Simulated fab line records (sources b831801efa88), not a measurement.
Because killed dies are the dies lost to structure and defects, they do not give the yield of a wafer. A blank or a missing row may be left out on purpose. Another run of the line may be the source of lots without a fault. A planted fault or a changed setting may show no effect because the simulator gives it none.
fab line records	flow sfq_line
[record] lots = 6	wafers = 18	last_day = 92
route steps=325 shown M1@62 I1@73 M2@88
lots with no fault: from the same line, run without faults
start_h: hours from the record's opening day to when the first of the lot's shown wafers began	wait_h: how many hours have passed since the lot's step before this one	" same as the row above	L1.1+2: several wafers, shown together as one row	- no value present, or no start provided	* or withheld: withheld	< > ~ a bound
route shown NAME@n: a module of which the file shows steps, and the number in the route of the first	usual: mean and standard deviation over wafers with no fault	same: alike in all rows	chamber/n: place in a boat	sites: each site's reading	_std_site: standard deviation across them	_edge_site: outer sites' mean less inner sites'	radius_mm: how far each site lies from the wafer's centre	mask NAME#n: copy n	behind: the last tool/chamber to shape the wafer	hold: cause of the lot's hold/its duration in hours/its outcome	device: the transistor (n, p or np) that didn't switch	end of line: the route-end tests of the same wafers	where a step has no rows: the recipe by itself	killed: count of dies lost to structure and defects at first sort (not the wafer's yield)	map: a wafer's dies, x killed, . not, _ none there
set.NAME: the setting that was run; set.NAME@STEP: the one run at that earlier step	model.NAME: the simulator's own value behind a step, which no gauge read
a table for each step, a row for each wafer; lots at some steps of the route
services: from which hour (start_h, from the record's first day; less than 0 if before it) a tool's chamber was out of use, for how many hours, and why
[[steps]]
[step SFQ_TRILAYER_M1_LITHO_COAT_044]
[recipe] resist = BARC	spin_rpm = 3000	resist_thk_nm = 62
[step SFQ_TRILAYER_M1_LITHO_COAT_039]
[recipe] resist = KrF	spin_rpm = 3000	resist_thk_nm = 600
[step SFQ_TRILAYER_M1_LITHO_SOFTBAKE_043]
[recipe] temp_c = withheld	time_s = withheld	resist = KrF
[step SFQ_TRILAYER_M1_LITHO_EXPOSE_040]
[recipe] mask_id = M1	na = 0.6	source_shape = conventional	sigma_outer = 0.65	target_cd_nm = 500	dose_mj = 14.4
[step SFQ_TRILAYER_M1_LITHO_PEB_042]
[recipe] peb_temp_c = 115	peb_time_s = 60	resist = KrF
[step SFQ_TRILAYER_M1_LITHO_DEVELOP_041]
[recipe] time_s = 60	resist = KrF
[step SFQ_M1_OVL_MEAS_911]
[usual] M1_OVL = 1/5
lot.wafer	tool	chamber	start_h	wait_h	M1_OVL[nm]
L736.1	overlay-01	-	477.77	0.1	2
L736.3	"	-	"	"	-7
L736.6	"	-	"	"	-4
L742.2	overlay-02	-	532.31	0.1	4
L742.5	"	-	"	"	7
L742.6	"	-	"	"	-2
L743.2	overlay-02	-	545.64	0.1	-3
L743.4	"	-	"	"	4
L743.5	"	-	"	"	6
L751.1	overlay-01	-	763.88	0.1	-6
L751.2	"	-	"	"	7
L751.5	"	-	"	"	8
L753.3	overlay-02	-	784.29	0.1	-3
L753.4	"	-	"	"	0
L753.5	"	-	"	"	6
L754.3	overlay-01	-	804.82	0.1	7
L754.4	"	-	"	"	-5
L754.5	"	-	"	"	-1
[step SFQ_TRILAYER_M1_BARC_OPEN_METAL_ETCH_054]
[recipe] mask_material = PR	chemistry = O2	target_depth_nm = 125	target = BARC	icp_w = 600	bias_w = 80	pressure_mtorr = 10	time_s = 41.7
[step SFQ_TRILAYER_M1_ETCH_METAL_ETCH_042]
[recipe] target = Nb	stop_on = SiO2	mask_material = PR	chemistry = Cl2/Ar	target_depth_nm = 240	icp_w = 600	bias_w = 80	pressure_mtorr = 10	time_s = 120
[step SFQ_TRILAYER_M1_STRIP_STRIP_043]
[recipe] gas = O2	power_w = 200	platen_temp_c = 40	overash_fraction = 0.65	chemistry = O2	pressure_mtorr = 50
[usual] drypump_motor_current_A = 5.6/0.34	oes_product_au = 1.002/0.013
lot.wafer	tool	chamber	start_h	wait_h	drypump_motor_current_A	oes_product_au	rf_hours_counter_h
L736.1	rie_metal-01	1	477.99	0.1	6.0	1.004	32
L736.3	"	0	"	"	5.3	1.013	-
L736.6	"	0	"	"	5.3	1.014	-
L742.2	rie_metal-04	0	532.53	0.1	5.4	1.030	151
L742.5	"	0	"	"	5.4	1.027	-
L742.6	"	1	"	"	5.5	1.012	-
L743.2	rie_metal-01	1	545.85	0.1	6.0	1.000	43
L743.4	"	0	"	"	5.3	0.999	-
L743.5	"	0	"	"	5.3	1.006	-
L751.1	rie_metal-03	0	764.10	0.1	5.9	1.024	124
L751.2	"	1	"	"	5.2	1.006	103
L751.5	"	1	"	"	5.2	1.002	-
L753.3	rie_metal-01	1	784.70	0.2	6.0	1.000	-
L753.4	"	0	"	"	5.3	0.982	-
L753.5	"	0	"	"	5.3	0.983	-
L754.3	rie_metal-01	0	805.22	0.2	5.3	0.978	-
L754.4	"	1	"	"	6.0	0.996	-
L754.5	"	0	"	"	5.3	0.985	-
[step SFQ_TRILAYER_M1_STRIP_SOLV_CLEAN_044]
[recipe] chemistry = NMP	temp_c = 70	time_s = 600
[step SFQ_TRILAYER_I1_DEP_PECVD_045]
[recipe] material = SiO2	temp_c = 150	time_s = 111.11	pressure_torr = 2.4	rf_w = 183.3	precursor = SiH4/N2O	target_thk_nm = 500
[usual] heater_power_w = 82/14	throttle_valve_pct = 24.2/0.98
lot.wafer	tool	chamber	start_h	wait_h	heater_power_w	throttle_valve_pct
L736.1	pecvd-02	1	478.77	0.0	65	23.0
L736.3	"	2	"	"	65	22.5
L736.6	"	1	"	"	53	23.0
L742.2	pecvd-03	2	533.30	0.0	91	25.8
L742.5	"	2	"	"	93	25.6
L742.6	"	1	"	"	91	24.4
L743.2	pecvd-02	1	546.63	0.0	57	23.3
L743.4	"	2	"	"	66	22.4
L743.5	"	2	"	"	67	22.7
L751.1	pecvd-03	2	764.87	0.0	94	25.6
L751.2	"	1	"	"	95	24.9
L751.5	"	2	"	"	80	25.8
L753.3	pecvd-03	0	785.27	0.0	91	24.3
L753.4	"	2	"	"	91	25.7
L753.5	"	1	"	"	92	24.8
L754.3	pecvd-03	0	805.80	0.0	108	24.2
L754.4	"	1	"	"	89	24.8
L754.5	"	2	"	"	96	25.8
[step SFQ_TRILAYER_I1_CMP_CMP_046]
[recipe] material = SiO2	down_force_psi = 3	platen_rpm = 60	pad_velocity_m_s = 0.94248
[usual] head_pressure_psi = 3.001/0.0062	motor_current_A = 10.2/0.63	retaining_ring_pressure_frac = 0.999/0.005	time_to_endpoint_s = 212/7.7
lot.wafer	tool	chamber	start_h	wait_h	head_pressure_psi	motor_current_A	retaining_ring_pressure_frac	time_to_endpoint_s	model.SiO2_of_TRILAYER_I1_DEP_PECVD_045.thk_nm
L736.3	cmp-02	1	487.05	8.2	3.002	9.3	1.001	200	199
L736.1	"	3	488.05	9.2	2.997	11.4	0.999	210	201.2
L736.6	"	2	489.55	10.7	2.998	10.1	1.002	208	200.3
L742.2	cmp-02	3	536.78	3.4	3.000	10.6	1.004	192	214
L742.6	"	1	537.78	4.4	3.001	9.3	1.004	203	198.2
L742.5	"	2	"	"	2.999	10.2	1.003	206	198.7
L743.4	cmp-02	3	547.57	0.9	2.997	11.0	0.999	200	215.2
L743.2	"	2	549.07	2.4	2.996	10.0	1.005	195	214.6
L743.5	"	3	"	"	2.997	10.8	1.001	218	201.4
L751.2	cmp-02	0	770.95	6.0	2.999	10.2	1.007	199	198.4
L751.1	"	3	772.45	7.5	3.004	11.5	0.998	205	198.5
L751.5	"	1	773.45	8.5	2.999	9.8	1.000	199	198.1
L753.4	cmp-01	0	791.85	6.5	3.002	10.6	0.990	211	201.5
L753.3	"	2	792.85	7.5	2.998	11.3	0.998	216	201.7
L753.5	"	1	794.35	9.0	3.003	9.5	0.995	214	199.2
L754.3	cmp-01	3	810.77	4.9	3.014	9.8	1.003	213	201
L754.4	"	2	812.27	6.4	2.991	11.9	1.013	224	199.1
L754.5	"	3	"	"	2.999	10.0	1.003	216	200.7
[step SFQ_I1_BOW_MEAS_912]
[recipe] mode = bow
[usual] I1_BOW = 2/6.6
lot.wafer	tool	chamber	start_h	wait_h	I1_BOW[um]
L736.1	film_metro-04	-	490.05	1.5	7
L736.3	"	-	"	"	8
L736.6	"	-	"	"	-1
L742.2	film_metro-03	-	538.80	1.5	4
L742.5	"	-	"	"	1
L742.6	"	-	"	"	11
L743.2	film_metro-03	-	550.59	1.0	12
L743.4	"	-	"	"	7
L743.5	"	-	"	"	12
L751.1	film_metro-03	-	773.95	1.0	3
L751.2	"	-	"	"	13
L751.5	"	-	"	"	8
L753.3	film_metro-03	-	794.89	1.5	-1
L753.4	"	-	"	"	3
L753.5	"	-	"	"	-3
L754.3	film_metro-03	-	813.81	2.5	5
L754.4	"	-	"	"	11
L754.5	"	-	"	"	5
[step SFQ_TRILAYER_I1_METRO_MEASURE_047]
[usual] thk_nm = 199.4/1
lot.wafer	tool	chamber	start_h	wait_h	thk_nm
L736.1	film_metro-04	-	490.17	0.1	201.3
L736.3	"	-	"	"	199.2
L736.6	"	-	"	"	200.2
L742.2	film_metro-03	-	539.10	0.3	214.2
L742.5	"	-	"	"	198.7
L742.6	"	-	"	"	198.2
L743.2	film_metro-03	-	550.89	0.3	214.6
L743.4	"	-	"	"	215.2
L743.5	"	-	"	"	201.4
L751.1	film_metro-03	-	774.07	0.1	198.6
L751.2	"	-	"	"	198.2
L751.5	"	-	"	"	198.1
L753.3	film_metro-03	-	795.37	0.5	201.7
L753.4	"	-	"	"	201.5
L753.5	"	-	"	"	199.3
L754.3	film_metro-03	-	814.29	0.5	201.1
L754.4	"	-	"	"	199.1
L754.5	"	-	"	"	200.6
[step SFQ_TRILAYER_I1_VIA_LITHO_COAT_054]
[recipe] resist = BARC	spin_rpm = 3000	resist_thk_nm = 62
[step SFQ_TRILAYER_I1_VIA_LITHO_COAT_049]
[recipe] resist = KrF	spin_rpm = 3000	resist_thk_nm = 650
[step SFQ_TRILAYER_I1_VIA_LITHO_SOFTBAKE_053]
[recipe] temp_c = withheld	time_s = withheld	resist = KrF
[step SFQ_TRILAYER_I1_VIA_LITHO_EXPOSE_050]
[recipe] mask_id = I1	na = 0.6	source_shape = conventional	sigma_outer = 0.65	target_cd_nm = 500	dose_mj = 21.3
[step SFQ_TRILAYER_I1_VIA_LITHO_PEB_052]
[recipe] peb_temp_c = 115	peb_time_s = 60	resist = KrF
[step SFQ_TRILAYER_I1_VIA_LITHO_DEVELOP_051]
[recipe] time_s = 60	resist = KrF
[step SFQ_I1_OVL_MEAS_913]
[usual] I1_OVL = 3/5.3
lot.wafer	tool	chamber	start_h	wait_h	I1_OVL[nm]
L736.1	overlay-01	-	646.56	0.1	-4
L736.3	"	-	"	"	-6
L736.6	"	-	"	"	-2
L742.2	overlay-01	-	694.81	0.1	8
L742.5	"	-	"	"	7
L742.6	"	-	"	"	14
L743.2	overlay-01	-	709.37	0.1	5
L743.4	"	-	"	"	9
L743.5	"	-	"	"	-1
L751.1	overlay-02	-	929.95	0.1	-3
L751.2	"	-	"	"	-8
L751.5	"	-	"	"	1
L753.3	overlay-02	-	945.56	0.1	3
L753.4	"	-	"	"	11
L753.5	"	-	"	"	-5
L754.3	overlay-01	-	962.36	0.1	10
L754.4	"	-	"	"	8
L754.5	"	-	"	"	5
[step SFQ_TRILAYER_I1_VIA_BARC_OPEN_VIA_ETCH_071]
[recipe] mask_material = PR	chemistry = O2	target_depth_nm = 125	target = BARC	source_w = 500	bias_w = 80	pressure_mtorr = 30	time_s = 41.7
[usual] drypump_motor_current_A = 5.4/0.36	oes_product_au = 0.685/0.005
lot.wafer	tool	chamber	start_h	wait_h	drypump_motor_current_A	oes_product_au	rf_hours_counter_h
L736.1	rie_diel-04	2	646.59	0.0	5.4	0.689	6
L736.3	"	3	"	"	5.7	0.701	4
L736.6	"	3	"	"	5.6	0.691	-
L742.2	rie_diel-01	2	694.84	0.0	5.7	0.691	11
L742.5	"	2	"	"	5.6	0.683	-
L742.6	"	3	"	"	4.8	0.677	-
L743.2	rie_diel-04	2	709.40	0.0	5.4	0.686	8
L743.4	"	1	"	"	5.2	0.689	6
L743.5	"	0	"	"	5.8	0.685	-
L751.1	rie_diel-03	0	929.99	0.0	5.3	0.683	2
L751.2	"	3	"	"	5.5	0.680	1
L751.5	"	0	"	"	5.3	0.684	-
L753.3	rie_diel-04	1	945.59	0.0	5.2	0.687	9
L753.4	"	3	"	"	5.6	0.684	9
L753.5	"	3	"	"	5.6	0.681	-
L754.3	rie_diel-03	3	962.39	0.0	5.5	0.681	2
L754.4	"	2	"	"	5.1	0.683	1
L754.5	"	1	"	"	4.8	0.679	-
[step SFQ_TRILAYER_I1_VIA_ETCH_VIA_ETCH_052]
[recipe] target = SiO2	stop_on = Nb	mask_material = PR	taper_deg = 20	chemistry = CHF3	target_depth_nm = 260	source_w = 500	bias_w = 80	pressure_mtorr = 30	time_s = withheld
[usual] drypump_motor_current_A = 5.4/0.36	oes_product_au = 0.853/0.0048
lot.wafer	tool	chamber	start_h	wait_h	drypump_motor_current_A	oes_product_au	model.I1.feature_depth_nm	model.etch.depth_nm
L736.1	rie_diel-04	2	646.63	0.0	5.4	0.853	201.2	201.2
L736.3	"	3	"	"	5.6	0.853	199	199
L736.6	"	3	"	"	5.6	0.855	200.3	200.3
L742.2	rie_diel-01	2	694.88	0.0	5.7	0.895	214	214
L742.5	"	2	"	"	5.7	0.852	198.7	198.7
L742.6	"	3	"	"	4.8	0.847	198.2	198.2
L743.2	rie_diel-04	2	709.44	0.0	5.4	0.892	214.6	214.6
L743.4	"	1	"	"	5.2	0.895	215.2	215.2
L743.5	"	0	"	"	5.9	0.856	201.4	201.4
L751.1	rie_diel-03	0	930.03	0.0	5.3	0.847	198.5	198.5
L751.2	"	3	"	"	5.5	0.852	198.4	198.4
L751.5	"	0	"	"	5.3	0.843	198.1	198.1
L753.3	rie_diel-04	1	945.63	0.0	5.2	0.855	201.7	201.7
L753.4	"	3	"	"	5.6	0.861	201.5	201.5
L753.5	"	3	"	"	5.6	0.863	199.2	199.2
L754.3	rie_diel-03	3	962.43	0.0	5.5	0.855	201	201
L754.4	"	2	"	"	5.1	0.855	199.1	199.1
L754.5	"	1	"	"	4.8	0.854	200.7	200.7
[step SFQ_TRILAYER_I1_VIA_STRIP_STRIP_053]
[recipe] gas = O2	power_w = 200	platen_temp_c = 40	overash_fraction = 0.65	chemistry = O2	pressure_mtorr = 50
[usual] drypump_motor_current_A = 5.6/0.4	oes_product_au = 1.006/0.011
lot.wafer	tool	chamber	start_h	wait_h	drypump_motor_current_A	oes_product_au	rf_hours_counter_h
L736.1	rie_metal-02	1	646.75	-	6.3	1.003	6
L736.3	"	1	"	"	6.3	0.997	-
L736.6	"	1	"	"	6.3	1.009	-
L742.2	rie_metal-03	0	695.00	-	5.9	1.009	115
L742.5	"	1	"	"	5.2	0.995	-
L742.6	"	0	"	"	6.0	1.010	-
L743.2	rie_metal-02	0	709.55	-	5.6	1.012	139
L743.4	"	1	"	"	6.3	1.007	-
L743.5	"	0	"	"	5.5	1.011	-
L751.1	rie_metal-03	1	930.14	-	5.1	0.996	130
L751.2	"	1	"	"	5.2	0.996	-
L751.5	"	1	"	"	5.1	0.994	-
L753.3	rie_metal-04	1	945.94	-	5.5	0.992	-
L753.4	"	0	"	"	5.4	1.005	-
L753.5	"	0	"	"	5.4	1.003	-
L754.3	rie_metal-04	1	962.74	-	5.5	0.994	-
L754.4	"	0	"	"	5.4	0.990	-
L754.5	"	1	"	"	5.5	0.976	-
[step SFQ_TRILAYER_I1_VIA_STRIP_SOLV_CLEAN_054]
[recipe] chemistry = NMP	temp_c = 70	time_s = 600
[step SFQ_TRILAYER_M2_DEP_PRE_CLEAN_056]
[recipe] gas = Ar	time_s = 22.5	bias_v = 250
lot.wafer	tool	chamber	start_h	wait_h	model.SiO2_of_TRILAYER_I1_DEP_PECVD_045.thk_nm
L736.1	pvd_sputter-06	-	647.54	0.0	193.7
L736.3	"	-	"	"	191.5
L736.6	"	-	"	"	192.8
L742.2	pvd_sputter-03	-	695.77	0.0	206.5
L742.5	"	-	"	"	191.2
L742.6	"	-	"	"	190.7
L743.2	pvd_sputter-06	-	710.33	0.0	207.1
L743.4	"	-	"	"	207.7
L743.5	"	-	"	"	193.9
L751.1	pvd_sputter-06	-	931.51	0.0	191
L751.2	"	-	"	"	190.9
L751.5	"	-	"	"	190.6
L753.3	pvd_sputter-04	-	946.51	0.0	194.2
L753.4	"	-	"	"	194
L753.5	"	-	"	"	191.7
L754.3	pvd_sputter-06	-	963.31	0.0	193.5
L754.4	"	-	"	"	191.6
L754.5	"	-	"	"	193.2
[step SFQ_TRILAYER_M2_DEP_SPUTTER_055]
[recipe] material = Nb	base_pressure_pa = 1.33e-06	chamber_pressure_pa = 0.1333	substrate_temp_c = 20	resputter_cathode_voltage_v = 400	target_thk_nm = 200	power_w = 2000	time_s = 133.3
[usual] throttle_valve_pct = 29.9/1
lot.wafer	tool	chamber	start_h	wait_h	throttle_valve_pct
L736.1	pvd_sputter-06	-	647.57	0.0	29.5
L736.3	"	-	"	"	30.3
L736.6	"	-	"	"	30.3
L742.2	pvd_sputter-03	-	695.80	0.0	29.7
L742.5	"	-	"	"	30.5
L742.6	"	-	"	"	28.0
L743.2	pvd_sputter-06	-	710.36	0.0	30.7
L743.4	"	-	"	"	31.2
L743.5	"	-	"	"	30.7
L751.1	pvd_sputter-06	-	931.54	0.0	31.3
L751.2	"	-	"	"	29.6
L751.5	"	-	"	"	30.1
L753.3	pvd_sputter-04	-	946.54	0.0	29.7
L753.4	"	-	"	"	29.8
L753.5	"	-	"	"	30.2
L754.3	pvd_sputter-06	-	963.34	0.0	29.5
L754.4	"	-	"	"	31.4
L754.5	"	-	"	"	31.4
[[services]]
tool	chamber	start_h	hours	kind
film_metro-03	-	461.82	4.8	repair
pvd_sputter-06	-	475.97	4.2	repair
pecvd-03	-	484.92	2.3	repair
film_metro-03	-	489.42	2.5	pm
rie_diel-03	3	501.05	22.1	repair
cmp-02	-	502.42	4.6	pm
rie_diel-03	-	509.40	0.6	repair
rie_diel-04	-	574.52	0.8	repair
film_metro-03	-	607.72	0.4	pm
rie_diel-04	1	664.61	4.5	repair
rie_diel-04	-	682.44	0.2	repair
film_metro-03	-	691.32	1.7	pm
film_metro-03	-	734.54	0.3	pm
rie_diel-04	0	735.01	15.6	repair
rie_diel-04	1	736.22	6.3	repair
rie_diel-04	1	800.35	4.6	repair
film_metro-03	-	852.72	0.6	pm
film_metro-03	-	881.97	7.1	repair
pvd_sputter-06	-	893.91	2.6	repair
rie_diel-04	-	902.56	0.2	repair
rie_diel-04	0	910.24	3.3	repair
rie_diel-04	3	917.57	4.0	repair
rie_diel-04	1	934.97	8.4	repair
film_metro-03	-	936.32	0.4	pm
[[key]]
[first_sign] step = SFQ_TRILAYER_I1_CMP_CMP_046	reading = time_to_endpoint_s	direction = down	sigmas = 2.1	usual = *	struck = *
[effect] step = SFQ_TRILAYER_I1_METRO_MEASURE_047	reading = thk_nm	direction = up	sigmas = 15	usual = 199.4	struck = 214.7
[effect] step = SFQ_TRILAYER_I1_VIA_ETCH_VIA_ETCH_052	reading = oes_product_au	direction = up	sigmas = 8.5	usual = 0.853	struck = 0.894
[model_effect] step = SFQ_TRILAYER_I1_CMP_CMP_046	value = SiO2_of_TRILAYER_I1_DEP_PECVD_045.thk_nm	without = 199.6	struck = 214.6
[model_effect] step = SFQ_TRILAYER_I1_VIA_ETCH_VIA_ETCH_052	value = I1.feature_depth_nm	without = 199.6	struck = 214.6
[model_effect] step = SFQ_TRILAYER_M2_DEP_PRE_CLEAN_056	value = SiO2_of_TRILAYER_I1_DEP_PECVD_045.thk_nm	without = 192.1	struck = 207.1
met_at SFQ_TRILAYER_I1_CMP_CMP_046
struck_wafers L742.2,L743.2,L743.4
onset_between 487.05 536.78
[fault] kind = process_parameter_drift	tool = cmp-02	chamber = -	onset_h = 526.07	steps = SFQ_TRILAYER_I1_CMP_CMP_046	channel = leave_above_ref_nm	offset = 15	shape = step	end_h = 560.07	scope = struck_wafers_only	acts_in = these_recipes_only	stated = 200
